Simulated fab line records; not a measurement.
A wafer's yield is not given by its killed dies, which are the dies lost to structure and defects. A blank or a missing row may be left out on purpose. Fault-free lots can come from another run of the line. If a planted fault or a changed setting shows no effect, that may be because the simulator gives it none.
Which of the tools did it? | flow gf180mcu | 36 wafers from 12 lots sampled at 5 of the route's 602 steps

== WHAT EACH GAUGE READ, for each wafer ==
GF_M4_RS_MEAS_05: measurement is done with a four-point probe. Usual: M4_ALCU_RS gives 0.0700 ohm/sq (standard deviation 0.00095).
lot  | measured     | on            | M4_ALCU_RS (ohm/sq)  | flag
L636 | day 22 18:50 | film_metro-03 | 0.0721 0.0693 0.0713 |
L637 | day 23 02:12 | film_metro-01 | 0.0690 0.0696 0.0683 |
L639 | day 23 16:19 | film_metro-01 | 0.0696 0.0692 0.0698 |
L640 | day 24 00:37 | film_metro-01 | 0.0689 0.0699 0.0706 |
L644 | day 25 11:12 | film_metro-03 | 0.0696 0.0705 0.0711 |
L650 | day 27 08:57 | film_metro-01 | 0.0714 0.0696 0.0717 |
L653 | day 28 08:53 | film_metro-03 | 0.0706 0.0711 0.0704 |
L654 | day 28 12:52 | film_metro-01 | 0.0701 0.0691 0.0691 |
L655 | day 28 23:11 | film_metro-01 | 0.0707 0.0708 0.0691 |
L656 | day 29 09:44 | film_metro-01 | 0.0704 0.0701 0.0713 |
L658 | day 29 19:54 | film_metro-01 | 0.0711 0.0705 0.0711 |
L657 | day 29 23:32 | film_metro-02 | 0.0702 0.0695 0.0698 |

GF_V4_THK_MEAS_01. Usual: V4_CVD_00_THK gives 600 nm (standard deviation 7.4).
lot  | measured     | on            | V4_CVD_00_THK (nm) | flag
L636 | day 23 18:04 | film_metro-03 | 601 610 601        |
L637 | day 24 02:02 | film_metro-04 | 604 603 601        |
L639 | day 24 14:49 | film_metro-02 | 596 603 598        |
L640 | day 24 22:15 | film_metro-02 | 599 598 591        |
L644 | day 26 08:51 | film_metro-02 | 605 601 604        |
L650 | day 28 06:09 | film_metro-02 | 592 590 605        |
L653 | day 29 05:00 | film_metro-03 | 591 587 593        |
L654 | day 29 09:31 | film_metro-03 | 599 589 592        |
L655 | day 29 18:39 | film_metro-02 | 605 583 602        |
L656 | day 30 04:56 | film_metro-02 | 590 601 593        |
L658 | day 30 14:50 | film_metro-03 | 602 624 612        |
L657 | day 30 19:01 | film_metro-03 | 610 605 609        |

GF_MIM_THK_MEAS_06. Usual: MIM_CVD_05_THK gives 41.8 nm (standard deviation 0.66).
lot  | measured     | on            | MIM_CVD_05_THK (nm) | flag
L636 | day 24 18:36 | film_metro-01 | 42.0 41.7 42.3      |
L637 | day 25 02:38 | film_metro-04 | 41.4 42.2 42.5      |
L639 | day 25 13:56 | film_metro-04 | 40.9 41.3 41.5      |
L640 | day 25 22:13 | film_metro-04 | 41.1 41.9 42.0      |
L644 | day 27 08:05 | film_metro-01 | 41.5 41.3 38.6      |
L650 | day 29 03:51 | film_metro-01 | 40.9 40.5 41.5      |
L653 | day 30 02:21 | film_metro-02 | 41.2 42.6 42.1      |
L654 | day 30 06:16 | film_metro-01 | 41.4 41.8 41.7      |
L655 | day 30 15:24 | film_metro-01 | 41.1 42.0 42.0      |
L656 | day 31 01:08 | film_metro-02 | 41.2 41.9 42.0      |
L658 | day 31 11:05 | film_metro-02 | 42.7 42.1 42.7      |
L657 | day 31 14:41 | film_metro-02 | 41.2 42.4 41.7      |

== EACH LOT AND THE TOOL THAT RAN IT (in order: tool; ch and the chambers of the sampled wafers; start) ==
lot  | GF_V3_STRIP_18                       | GF_MIM_CVD_05
L636 | plasma_asher-03 ch 0,1, day 22 17:22 | pecvd-04 ch 0,1, day 24 18:34
L637 | plasma_asher-04 ch 0,1, day 23 00:43 | pecvd-02 ch 0,1,2, day 25 02:36
L639 | plasma_asher-04 ch 0,1, day 23 14:49 | pecvd-04 ch 0,2, day 25 13:55
L640 | plasma_asher-03 ch 0,1, day 23 23:10 | pecvd-04 ch 1,2, day 25 22:11
L644 | plasma_asher-04 ch 0,1, day 25 09:33 | pecvd-04 ch 0,2, day 27 08:04
L650 | plasma_asher-04 ch 0, day 27 07:28   | pecvd-02 ch 0,2, day 29 03:48
L653 | plasma_asher-04 ch 0,1, day 28 06:53 | pecvd-02 ch 0,1, day 30 02:19
L654 | plasma_asher-01 ch 0,1, day 28 11:25 | pecvd-02 ch 0,1, day 30 06:14
L655 | plasma_asher-03 ch 0,1, day 28 21:43 | pecvd-04 ch 0,1,2, day 30 15:22
L656 | plasma_asher-04 ch 1, day 29 08:08   | pecvd-04 ch 0,2, day 31 01:05
L658 | plasma_asher-04 ch 0,1, day 29 18:23 | pecvd-04 ch 0,1, day 31 11:02
L657 | plasma_asher-04 ch 0,1, day 29 21:38 | pecvd-02 ch 0,1,2, day 31 14:38
- GF_V3_STRIP_18: strips in O2/N2.
- GF_MIM_CVD_05: deposits Si3N4, target thk 42 nm, time 29.086 s.

== WHAT THE TOOLS THEMSELVES READ (means of the sampled wafers that have a number; where no wafer has one, the mark that the record gives instead) ==
GF_V3_STRIP_18. Usual: drypump_motor_current_A 5.6 A, standard deviation 0.37; heater_power_w 327 W, standard deviation 25; oes_product_au 0.592 a.u., standard deviation 0.0048.
lot  | tool            | drypump_motor_current_A (A) | heater_power_w (W) | oes_product_au (a.u.) | flag
L636 | plasma_asher-03 | 5.3                         | 310                | 0.591                 |
L637 | plasma_asher-04 | 5.9                         | 316                | 0.591                 |
L639 | plasma_asher-04 | 5.9                         | 322                | 0.593                 |
L640 | plasma_asher-03 | 5.3                         | 310                | 0.586                 |
L644 | plasma_asher-04 | 5.9                         | 330                | 0.587                 |
L650 | plasma_asher-04 | 5.8                         | 309                | 0.592                 |
L653 | plasma_asher-04 | 5.9                         | 331                | 0.592                 |
L654 | plasma_asher-01 | 5.2                         | 325                | 0.586                 |
L655 | plasma_asher-03 | 5.5                         | 323                | 0.592                 |
L656 | plasma_asher-04 | 6.0                         | 344                | 0.591                 |
L658 | plasma_asher-04 | 5.9                         | 331                | 0.593                 |
L657 | plasma_asher-04 | 6.0                         | 329                | 0.593                 |

GF_MIM_CVD_05. Usual: heater_power_w 625 W, standard deviation 55; run_length_s 57.0 s, standard deviation 0.54.
lot  | tool     | heater_power_w (W) | run_length_s (s) | flag
L636 | pecvd-04 | 689                | 56.5             |
L637 | pecvd-02 | 568                | 57.5             |
L639 | pecvd-04 | 574                | 56.8             |
L640 | pecvd-04 | 580                | 57.5             |
L644 | pecvd-04 | 630                | 56.1             |
L650 | pecvd-02 | 643                | 57.4             |
L653 | pecvd-02 | 640                | 56.7             |
L654 | pecvd-02 | 649                | 56.9             |
L655 | pecvd-04 | 620                | 56.6             |
L656 | pecvd-04 | 582                | 56.5             |
L658 | pecvd-04 | 638                | 57.1             |
L657 | pecvd-02 | 645                | 56.9             |

== THE ANSWER, worked out from the rows above alone ==
Rule: take the mean of a lot's wafers that have a number; if it is more than 3 standard deviations from the usual mean, the lot is off. A lot without any number at a reading at which 4 lots or more have one is off too. All remaining lots with rows at the step are treated as sound. Order of review: gauges by route order, followed by the tools' own readings, for which a lot's mean as printed above is used. The first step at which some lot is off is used, and at that step the reading that is off furthest; a lot without a number counts as furthest.
Nothing can be told from this: no lot is off at any reading shown.

== WHAT WAS PUT IN BY THE SIMULATOR ==
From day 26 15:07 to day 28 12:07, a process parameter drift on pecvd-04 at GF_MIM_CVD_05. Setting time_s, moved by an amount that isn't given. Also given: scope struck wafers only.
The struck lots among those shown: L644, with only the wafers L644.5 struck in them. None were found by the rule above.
